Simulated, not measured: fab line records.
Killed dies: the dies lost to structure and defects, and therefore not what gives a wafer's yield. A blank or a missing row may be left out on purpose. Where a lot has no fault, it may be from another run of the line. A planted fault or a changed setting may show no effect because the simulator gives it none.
fab line records -- flow sky130
record: lots: 6, wafers: 18, last_day: 49
route steps=708 shown VIA1@466 PAD_OPEN@708
lots that met no fault: taken from a fault-free run of the same line
start_h: start of the lot's first displayed wafer, in hours after the record's first day -- wait_h: time in hours since the lot's previous step -- " same as the row above -- L1.1+2: several wafers, shown together as one row -- - no value, or no start given -- * or withheld: withheld -- < > ~ a bound
route shown NAME@n: NAME is a module with steps in the file, n the number in the route of the first one -- usual: mean/standard deviation taken from wafers without a fault -- same: alike in all rows -- chamber/n: place in a boat -- sites: per-site readings -- _std_site: how widely they spread, as a standard deviation -- _edge_site: mean of outer sites minus mean of inner sites -- radius_mm: how far each site lies from the wafer's centre -- mask NAME#n: copy n -- behind: the last tool/chamber to shape the wafer -- hold: why the lot went on hold/how many hours it stayed there/how the hold came to an end -- device: whichever transistor did not switch (one of n, p or np) -- end of line: tests run on the same wafers once the route is complete -- step lacking rows: just its recipe -- killed: the dies lost at the first sort to structure and to defects; this is not the yield of the wafer -- map: shows each die of a wafer: x if killed, . if not, _ if none is there
set.NAME: the run value of the setting; set.NAME@STEP: its run value at that earlier step -- model.NAME: the simulator's own value behind a step, which no gauge read
lots seen at some steps along the route; tables by step, rows by wafer
services: a tool's chamber out of use, with start hour (start_h, from the record's first day; less than 0 if before it), hours out, and reason
== steps ==
step: SKY_VIA1_SOFTBAKE_08
recipe: temp_c: 100, time_s: 90, resist: KrF-thick
step: SKY_VIA1_EXPOSE_09
recipe: mask_id: VIM, na: 0.8, source_shape: annular, sigma_inner: 0.55, sigma_outer: 0.85, target_cd_nm: 150, dose_mj: 38
step: SKY_VIA1_PEB_10
recipe: peb_temp_c: withheld, peb_time_s: withheld, resist: KrF-thick
step: SKY_VIA1_DEVELOP_11
recipe: develop_time_s: 60, resist: KrF-thick, dev_temp_c: 21
step: SKY_VIA1_CD_MEAS_12
recipe: target_cd_nm: 150
usual: cd_nm: 150.3/1.8
lot.wafer,tool,chamber,start_h,wait_h,cd_nm
L515.4,cd_sem-02,-,805.07,-,148.3
L515.5,cd_sem-02,-,805.07,-,151.1
L515.6,cd_sem-02,-,805.07,-,151.9
L518.2,cd_sem-01,-,824.17,-,150.1
L518.3,cd_sem-01,-,824.17,-,151.0
L518.5,cd_sem-01,-,824.17,-,149.1
L519.2,cd_sem-01,-,840.58,-,150.3
L519.4,cd_sem-01,-,840.58,-,150.7
L519.6,cd_sem-01,-,840.58,-,150.6
L520.1,cd_sem-01,-,853.70,-,151.0
L520.2,cd_sem-01,-,853.70,-,151.6
L520.5,cd_sem-01,-,853.70,-,151.9
L528.2,cd_sem-02,-,922.54,-,149.5
L528.4,cd_sem-02,-,922.54,-,149.0
L528.5,cd_sem-02,-,922.54,-,150.2
L532.1,cd_sem-02,-,934.85,-,147.2
L532.3,cd_sem-02,-,934.85,-,148.2
L532.4,cd_sem-02,-,934.85,-,147.4
step: SKY_VIA1_OVL_MEAS_13
usual: VIA1_OVL: 0/5.3
lot.wafer,tool,chamber,start_h,wait_h,VIA1_OVL[nm]
L515.4,overlay-02,-,805.15,0.1,-1
L515.5,overlay-02,-,805.15,0.1,-3
L515.6,overlay-02,-,805.15,0.1,1
L518.2,overlay-02,-,824.27,0.1,6
L518.3,overlay-02,-,824.27,0.1,-1
L518.5,overlay-02,-,824.27,0.1,6
L519.2,overlay-01,-,840.69,0.1,2
L519.4,overlay-01,-,840.69,0.1,1
L519.6,overlay-01,-,840.69,0.1,-7
L520.1,overlay-01,-,853.82,0.1,15
L520.2,overlay-01,-,853.82,0.1,3
L520.5,overlay-01,-,853.82,0.1,3
L528.2,overlay-02,-,922.64,0.1,2
L528.4,overlay-02,-,922.64,0.1,3
L528.5,overlay-02,-,922.64,0.1,3
L532.1,overlay-01,-,934.97,0.1,1
L532.3,overlay-01,-,934.97,0.1,4
L532.4,overlay-01,-,934.97,0.1,11
step: SKY_VIA1_ETCH_14
recipe: chemistry: N2/H2, target: BARC, ion_energy_ev: 200, source_w: 500, bias_w: 100, pressure_mtorr: 30, n2_flow_sccm: 100, h2_flow_sccm: 200, stop_on: SiO2, time_s: 45.9, target_depth_a: 600
usual: drypump_motor_current_A: 5.8/0.45, oes_product_au: 0.855/0.0048, throttle_valve_pct: 13.226/0.0095
same: time_s: 45.9
lot.wafer,tool,chamber,start_h,wait_h,drypump_motor_current_A,oes_product_au,rf_hours_counter_h,throttle_valve_pct
L515.4,rie_diel-01,2,805.16,0.0,5.6,0.850,20,13.223
L515.5,rie_diel-01,1,805.16,0.0,5.6,0.861,-,13.234
L515.6,rie_diel-01,2,805.16,0.0,5.6,0.868,-,13.229
L518.2,rie_diel-03,2,824.30,0.0,4.9,0.863,23,13.230
L518.3,rie_diel-03,0,824.30,0.0,6.3,0.854,18,13.234
L518.5,rie_diel-03,1,824.30,0.0,5.7,0.856,-,13.206
L519.2,rie_diel-03,1,840.72,0.0,5.7,0.855,18,13.233
L519.4,rie_diel-03,0,840.72,0.0,6.3,0.850,-,13.244
L519.6,rie_diel-03,1,840.72,0.0,5.7,0.847,-,13.224
L520.1,rie_diel-02,0,853.85,0.0,6.4,0.851,4,13.243
L520.2,rie_diel-02,2,853.85,0.0,6.4,0.860,16,13.234
L520.5,rie_diel-02,0,853.85,0.0,6.4,0.859,-,13.221
L528.2,rie_diel-01,0,922.67,0.0,5.6,0.847,17,13.232
L528.4,rie_diel-01,2,922.67,0.0,5.6,0.854,24,13.225
L528.5,rie_diel-01,1,922.67,0.0,5.6,0.857,-,13.214
L532.1,rie_diel-02,2,935.00,0.0,6.4,0.859,18,13.220
L532.3,rie_diel-02,1,935.00,0.0,5.7,0.863,6,13.226
L532.4,rie_diel-02,0,935.00,0.0,6.4,0.863,6,13.237
step: SKY_VIA1_ETCH_15
recipe: target: SiO2, chemistry: C4F8/O2/Ar, target_depth_nm: 351, stop_on: TiN, mask_material: KrF-thick, source_w: 1500, bias_w: 1200, pressure_mtorr: 40, c4f8_flow_sccm: withheld, O2_flow_sccm: 6, Ar_flow_sccm: 300, time_s: 54
usual: oes_product_au: 0.980/0.0056
same: time_s: 54
lot.wafer,tool,chamber,start_h,wait_h,oes_product_au,rf_hours_counter_h
L515.4,rie_diel-01,2,805.21,0.0,0.984,20
L515.5,rie_diel-01,1,805.21,0.0,0.988,-
L515.6,rie_diel-01,2,805.21,0.0,0.987,-
L518.2,rie_diel-03,2,824.35,0.0,0.976,23
L518.3,rie_diel-03,0,824.35,0.0,0.984,18
L518.5,rie_diel-03,1,824.35,0.0,0.978,-
L519.2,rie_diel-03,1,840.76,0.0,0.976,18
L519.4,rie_diel-03,0,840.76,0.0,0.981,-
L519.6,rie_diel-03,1,840.76,0.0,0.982,-
L520.1,rie_diel-02,0,853.90,0.0,0.985,4
L520.2,rie_diel-02,2,853.90,0.0,0.983,16
L520.5,rie_diel-02,0,853.90,0.0,0.974,-
L528.2,rie_diel-01,0,922.72,0.0,0.979,17
L528.4,rie_diel-01,2,922.72,0.0,0.975,24
L528.5,rie_diel-01,1,922.72,0.0,0.982,-
L532.1,rie_diel-02,2,935.05,0.0,0.977,18
L532.3,rie_diel-02,1,935.05,0.0,0.985,6
L532.4,rie_diel-02,0,935.05,0.0,0.972,6
step: SKY_VIA1_STRIP_16
recipe: chemistry: O2/N2, power_w: 1400, pressure_mtorr: 1500, platen_temp_c: withheld, o2_flow_sccm: 3000, n2_flow_sccm: 300, overash_fraction: 0.5
usual: drypump_motor_current_A: 5.4/0.43, o2_flow_sccm: 3000/8.9, oes_product_au: 0.416/0.0039, strip_time_to_endpoint_s: 4.466/0.022
lot.wafer,tool,chamber,start_h,wait_h,drypump_motor_current_A,o2_flow_sccm,oes_product_au,rf_hours_counter_h,strip_time_to_endpoint_s
L515.4,plasma_asher-04,1,805.29,0.1,5.0,2992,0.422,-,4.463
L515.5,plasma_asher-04,1,805.29,0.1,5.0,3012,0.414,-,4.461
L515.6,plasma_asher-04,0,805.29,0.1,6.2,2999,0.418,-,4.444
L518.2,plasma_asher-01,0,824.39,0.0,5.4,2996,0.414,60,4.460
L518.3,plasma_asher-01,1,824.39,0.0,5.7,3003,0.411,-,4.462
L518.5,plasma_asher-01,1,824.39,0.0,5.7,2990,0.421,-,4.463
L519.2,plasma_asher-03,0,840.80,0.0,5.0,3022,0.417,101,4.480
L519.4,plasma_asher-03,0,840.80,0.0,5.0,3006,0.416,-,4.471
L519.6,plasma_asher-03,0,840.80,0.0,5.0,3008,0.417,-,4.466
L520.1,plasma_asher-03,0,853.94,0.0,5.0,2994,0.420,102,4.471
L520.2,plasma_asher-03,1,853.94,0.0,5.4,2997,0.414,102,4.458
L520.5,plasma_asher-03,1,853.94,0.0,5.4,2997,0.418,-,4.463
L528.2,plasma_asher-01,1,922.76,0.0,5.7,3001,0.415,70,4.460
L528.4,plasma_asher-01,0,922.76,0.0,5.4,3004,0.421,-,4.458
L528.5,plasma_asher-01,0,922.76,0.0,5.4,2996,0.414,-,4.429
L532.1,plasma_asher-04,1,935.09,0.0,5.0,3008,0.411,17,4.447
L532.3,plasma_asher-04,1,935.09,0.0,5.0,2999,0.413,-,4.468
L532.4,plasma_asher-04,0,935.09,0.0,6.3,2994,0.413,-,4.475
step: SKY_VIA1_STRIP_17
recipe: chemistry: post_etch_residue_remover, time_s: 1200, temp_c: 72.5
step: SKY_VIA1_CLEAN_18
recipe: chemistry: IPA, time_s: 180, temp_c: 25
step: SKY_VIA1_CLEAN_19
recipe: chemistry: O3/DIW, dry: n2_spin
step: SKY_VIA1_SPUTTER_20
recipe: material: TiN, target_thk_nm: 20, chamber_pressure_pa: 5, power_w: 4000, time_s: 80
usual: cathode_dc_power_W: 4000.0/0.74, chamber_pressure_pa: 5.000/0.01, throttle_valve_pct: 30.1/0.98, time_s: 80/0
lot.wafer,tool,chamber,start_h,wait_h,cathode_dc_power_W,chamber_pressure_pa,throttle_valve_pct,time_s
L515.4,pvd_sputter-02,-,805.88,0.0,4001.4,5.015,32.1,80
L515.5,pvd_sputter-02,-,805.88,0.0,3999.5,5.002,29.7,80
L515.6,pvd_sputter-02,-,805.88,0.0,3999.5,5.009,28.8,80
L518.2,pvd_sputter-03,-,824.98,0.0,-,-,-,-
L518.3,pvd_sputter-03,-,824.98,0.0,-,-,-,-
L518.5,pvd_sputter-03,-,824.98,0.0,-,-,-,-
L519.2,pvd_sputter-02,-,841.40,0.0,-,-,-,-
L519.4,pvd_sputter-02,-,841.40,0.0,-,-,-,-
L519.6,pvd_sputter-02,-,841.40,0.0,-,-,-,-
L520.1,pvd_sputter-03,-,854.53,0.0,3999.6,5.010,30.6,80
L520.2,pvd_sputter-03,-,854.53,0.0,4000.7,5.002,29.5,80
L520.5,pvd_sputter-03,-,854.53,0.0,4000.7,4.987,29.2,80
L528.2,pvd_sputter-03,-,923.38,0.0,3999.7,4.987,29.4,80
L528.4,pvd_sputter-03,-,923.38,0.0,3999.2,5.001,28.7,80
L528.5,pvd_sputter-03,-,923.38,0.0,4000.7,4.987,29.4,80
L532.1,pvd_sputter-02,-,935.69,0.0,3999.6,4.994,29.0,80
L532.3,pvd_sputter-02,-,935.69,0.0,4000.4,5.002,29.7,80
L532.4,pvd_sputter-02,-,935.69,0.0,3999.6,4.986,31.2,80
step: SKY_VIA1_CVD_21
recipe: material: W, target_thk_nm: 270, time_s: 80.902, temp_c: 400, pressure_torr: 40
usual: chamber_pressure_Torr: 40.02/0.091, heater_power_w: 850/53
same: time_s: 80.902
lot.wafer,tool,chamber,start_h,wait_h,chamber_pressure_Torr,heater_power_w
L515.4,cvd_w-01,1,805.98,0.1,40.06,809
L515.5,cvd_w-01,0,805.98,0.1,40.13,908
L515.6,cvd_w-01,1,805.98,0.1,40.14,826
L518.2,cvd_w-01,1,825.05,0.0,39.96,831
L518.3,cvd_w-01,0,825.05,0.0,39.94,897
L518.5,cvd_w-01,0,825.05,0.0,39.91,911
L519.2,cvd_w-01,0,841.46,0.0,40.04,897
L519.4,cvd_w-01,0,841.46,0.0,40.07,920
L519.6,cvd_w-01,0,841.46,0.0,40.09,907
L520.1,cvd_w-02,1,854.60,0.0,40.15,838
L520.2,cvd_w-02,0,854.60,0.0,40.00,810
L520.5,cvd_w-02,1,854.60,0.0,40.08,826
L528.2,cvd_w-02,0,923.45,0.0,40.20,779
L528.4,cvd_w-02,0,923.45,0.0,39.97,753
L528.5,cvd_w-02,1,923.45,0.0,39.95,807
L532.1,cvd_w-02,1,935.75,0.0,40.06,820
L532.3,cvd_w-02,1,935.75,0.0,40.03,813
L532.4,cvd_w-02,0,935.75,0.0,40.13,774
step: SKY_PAD_OPEN_PROBE_99
usual: defect_limited_yield: 82.4/1.8, killed_at_M0_to_M3: 44/6.4, killed_at_M4_up: 3.6/2.1, killed_at_contacts: 23/5.1, killed_at_front_end: 15/4.3, killed_at_other: 0.3/0.56, killed_dies: 86/9, killed_on_rim: 17/3.3, killed_open: 47/6.4, killed_short: 39/5.8, sort_bin_3_pad_short: 0.8/0.46, sort_bin_5_function: 10.4/1.4, sort_bin_6_memory: 6.4/1.1, sort_n_pass: 406/9, sort_yield_pct: 82.4/1.8
same: gross_dies: 492, killed_at_back_side: 0, sort_bin_4_leakage[%]: 0, sort_bin_8_speed[%]: 0
lot.wafer,tool,chamber,start_h,wait_h,defect_limited_yield[%],killed_at_M0_to_M3,killed_at_M4_up,killed_at_contacts,killed_at_front_end,killed_at_other,killed_dies,killed_on_rim,killed_open,killed_short,sort_bin_3_pad_short[%],sort_bin_5_function[%],sort_bin_6_memory[%],sort_n_pass,sort_yield_pct[%]
L518.2,prober-01,-,1101.51,0.1,0,454,6,14,18,0,492,96,41,34,1.0,94.1,4.9,0,0
L518.3,prober-01,-,1101.56,0.2,0,443,3,27,19,0,492,96,60,36,1.6,91.5,6.9,0,0
L518.5,prober-01,-,1101.66,0.2,0,441,4,26,21,0,492,96,51,38,1.4,92.9,5.7,0,0
L519.2,prober-02,-,1112.98,0.1,0,442,2,32,15,1,492,96,64,33,0.8,91.7,7.5,0,0
L519.4,prober-02,-,1113.08,0.2,0,441,3,22,25,1,492,96,48,45,0.8,92.9,6.3,0,0
L519.6,prober-02,-,1113.18,0.2,0,450,0,23,18,1,492,96,43,32,0.4,95.1,4.5,0,0
L520.1,prober-01,-,1119.33,0.1,83.1,47,4,18,13,1,83,20,45,38,0.6,10.4,5.9,409,83.1
L520.2,prober-01,-,1119.38,0.1,82.3,41,4,31,11,0,87,17,52,35,1.6,9.8,6.3,405,82.3
L520.5,prober-01,-,1119.53,0.2,83.9,37,2,27,13,0,79,18,43,36,0.4,10.0,5.7,413,83.9
killed by level:class
L518.2 VIA1:area_sputter=417 CONTACT:geometric_particle:open=10 FIELD_ISO:geometric_particle:short=8 METAL2:geometric_particle:short=6 FIELD_ISO:geometric_particle:open=5 VIA1:geometric_particle:open=5 METAL1:geometric_particle:short=4 METAL2:geometric_particle:open=4
L518.3 VIA1:area_sputter=396 VIA2:geometric_particle:open=11 VIA1:geometric_particle:open=10 FIELD_ISO:geometric_particle:short=7 CONTACT:geometric_particle:open=7 LI_CONTACT:geometric_particle:open=5 LOCAL_INTERCONNECT:geometric_particle:short=5 VIA3:geometric_particle:open=5
L518.5 VIA1:area_sputter=403 VIA1:geometric_particle:open=9 LI_CONTACT:geometric_particle:open=8 CONTACT:geometric_particle:open=7 FIELD_ISO:geometric_particle:short=6 CONTACT:geometric_particle:short=6 METAL1:geometric_particle:short=6 FIELD_ISO:geometric_particle:open=5
L519.2 VIA1:area_sputter=394 VIA1:geometric_particle:open=15 CONTACT:geometric_particle:open=13 LI_CONTACT:geometric_particle:open=9 FIELD_ISO:geometric_particle:open=6 VIA3:geometric_particle:open=6 METAL2:geometric_particle:short=5 VIA2:geometric_particle:open=5
L519.4 VIA1:area_sputter=399 METAL2:geometric_particle:short=10 VIA1:geometric_particle:open=9 LI_CONTACT:geometric_particle:open=8 FIELD_ISO:geometric_particle:open=7 FIELD_ISO:geometric_particle:short=6 CONTACT:geometric_particle:open=5 VIA2:geometric_particle:open=5
L519.6 VIA1:area_sputter=417 LI_CONTACT:geometric_particle:open=7 CONTACT:geometric_particle:open=7 VIA1:geometric_particle:short=7 VIA1:geometric_particle:open=5 VIA2:geometric_particle:open=5 FIELD_ISO:geometric_particle:open=4 POLY_GATE:geometric_particle:open=4
L520.1 VIA1:geometric_particle:open=12 METAL1:geometric_particle:short=7 VIA2:geometric_particle:open=6 LI_CONTACT:geometric_particle:open=5 CONTACT:geometric_particle:short=5 VIA2:geometric_particle:short=5 LI_CONTACT:geometric_particle:short=4 VIA3:geometric_particle:open=4
L520.2 CONTACT:geometric_particle:open=12 VIA1:geometric_particle:open=12 LI_CONTACT:geometric_particle:open=8 VIA2:geometric_particle:open=6 METAL2:geometric_particle:short=5 LOCAL_INTERCONNECT:geometric_particle:short=4 VIA3:geometric_particle:open=4 VIA1:geometric_particle:short=4
L520.5 VIA1:geometric_particle:open=15 CONTACT:geometric_particle:open=11 LOCAL_INTERCONNECT:geometric_particle:short=7 LI_CONTACT:geometric_particle:open=5 VIA2:geometric_particle:short=5 FIELD_ISO:geometric_particle:open=4 POLY_GATE:geometric_particle:short=4 VIA1:geometric_particle:short=4
map L518.2 (x killed, . not)
__________xxxxxxxxxx_________
________xxxxxxxxxxxxxx_______
______xxxxxxxxxxxxxxxxxx_____
_____xxxxxxxxxxxxxxxxxxxx____
____xxxxxxxxxxxxxxxxxxxxxx___
___xxxxxxxxxxxxxxxxxxxxxxxx__
__xxxxxxxxxxxxxxxxxxxxxxxxxx_
_xxxxxxxxxxxxxxxxxxxxxxxxxxxx
_xxxxxxxxxxxxxxxxxxxxxxxxxxxx
_xxxxxxxxxxxxxxxxxxxxxxxxxxxx
_xxxxxxxxxxxxxxxxxxxxxxxxxxxx
_xxxxxxxxxxxxxxxxxxxxxxxxxxxx
_xxxxxxxxxxxxxxxxxxxxxxxxxxxx
_xxxxxxxxxxxxxxxxxxxxxxxxxxxx
_xxxxxxxxxxxxxxxxxxxxxxxxxxxx
__xxxxxxxxxxxxxxxxxxxxxxxxxx_
___xxxxxxxxxxxxxxxxxxxxxxxx__
____xxxxxxxxxxxxxxxxxxxxxx___
_____xxxxxxxxxxxxxxxxxxxx____
______xxxxxxxxxxxxxxxxxx_____
________xxxxxxxxxxxxxx_______
__________xxxxxxxxxx_________
map L519.2 (x killed, . not)
__________xxxxxxxxxx_________
________xxxxxxxxxxxxxx_______
______xxxxxxxxxxxxxxxxxx_____
_____xxxxxxxxxxxxxxxxxxxx____
____xxxxxxxxxxxxxxxxxxxxxx___
___xxxxxxxxxxxxxxxxxxxxxxxx__
__xxxxxxxxxxxxxxxxxxxxxxxxxx_
_xxxxxxxxxxxxxxxxxxxxxxxxxxxx
_xxxxxxxxxxxxxxxxxxxxxxxxxxxx
_xxxxxxxxxxxxxxxxxxxxxxxxxxxx
_xxxxxxxxxxxxxxxxxxxxxxxxxxxx
_xxxxxxxxxxxxxxxxxxxxxxxxxxxx
_xxxxxxxxxxxxxxxxxxxxxxxxxxxx
_xxxxxxxxxxxxxxxxxxxxxxxxxxxx
_xxxxxxxxxxxxxxxxxxxxxxxxxxxx
__xxxxxxxxxxxxxxxxxxxxxxxxxx_
___xxxxxxxxxxxxxxxxxxxxxxxx__
____xxxxxxxxxxxxxxxxxxxxxx___
_____xxxxxxxxxxxxxxxxxxxx____
______xxxxxxxxxxxxxxxxxx_____
________xxxxxxxxxxxxxx_______
__________xxxxxxxxxx_________
== services ==
tool,chamber,start_h,hours,kind
rie_diel-03,3,807.10,-,clean
rie_diel-03,3,807.10,35.4,scheduled_down
rie_diel-03,3,807.10,35.4,vent_cycle
rie_diel-01,0,812.97,10.6,repair
cvd_w-02,-,813.07,2.8,pm
rie_diel-02,-,816.31,14.6,pm
pvd_sputter-02,-,831.94,8.7,repair
rie_diel-02,-,841.68,0.3,repair
pvd_sputter-02,2,856.35,-,consumable_replace:kit
pvd_sputter-02,2,856.35,18.0,scheduled_down
pvd_sputter-02,2,856.35,18.0,vent_cycle
pvd_sputter-03,1,882.75,-,consumable_replace:kit
pvd_sputter-03,1,882.75,18.0,scheduled_down
pvd_sputter-03,1,882.75,18.0,vent_cycle
plasma_asher-04,-,898.08,11.5,repair
cvd_w-02,-,904.00,14.0,pm
cvd_w-02,0,904.00,14.0,vent_cycle
cvd_w-02,1,904.00,14.0,vent_cycle
cvd_w-02,-,906.42,1.3,repair
cvd_w-02,0,918.00,-,clean
cvd_w-02,1,918.00,-,clean
== key ==
first_sign: step: SKY_VIA1_SPUTTER_20, reading: tool_record, direction: missing
effect: step: SKY_PAD_OPEN_PROBE_99, reading: killed_at_M0_to_M3, direction: up, sigmas: 62, usual: 44, struck: 445
more_kills_born_at: SKY_VIA1_SPUTTER_20@pvd_sputter-03: 1211, SKY_VIA1_SPUTTER_20@pvd_sputter-02: 1208
met_at SKY_VIA1_SPUTTER_20
struck_wafers L518.2,L518.3,L518.5,L519.2,L519.4,L519.6
later_rows_left_out L518.2,L518.3,L518.5,L519.2,L519.4,L519.6
onset_between 805.88 824.98
fault: kind: skipped_step_whole, tool: pvd_sputter-02,pvd_sputter-03, chamber: -, onset_h: 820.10, steps: SKY_VIA1_SPUTTER_20, scope: struck_lots_only
later_rows_left_out: the simulator's readings of these wafers behind a module that went badly wrong aren't trusted and aren't shown, but for the sort
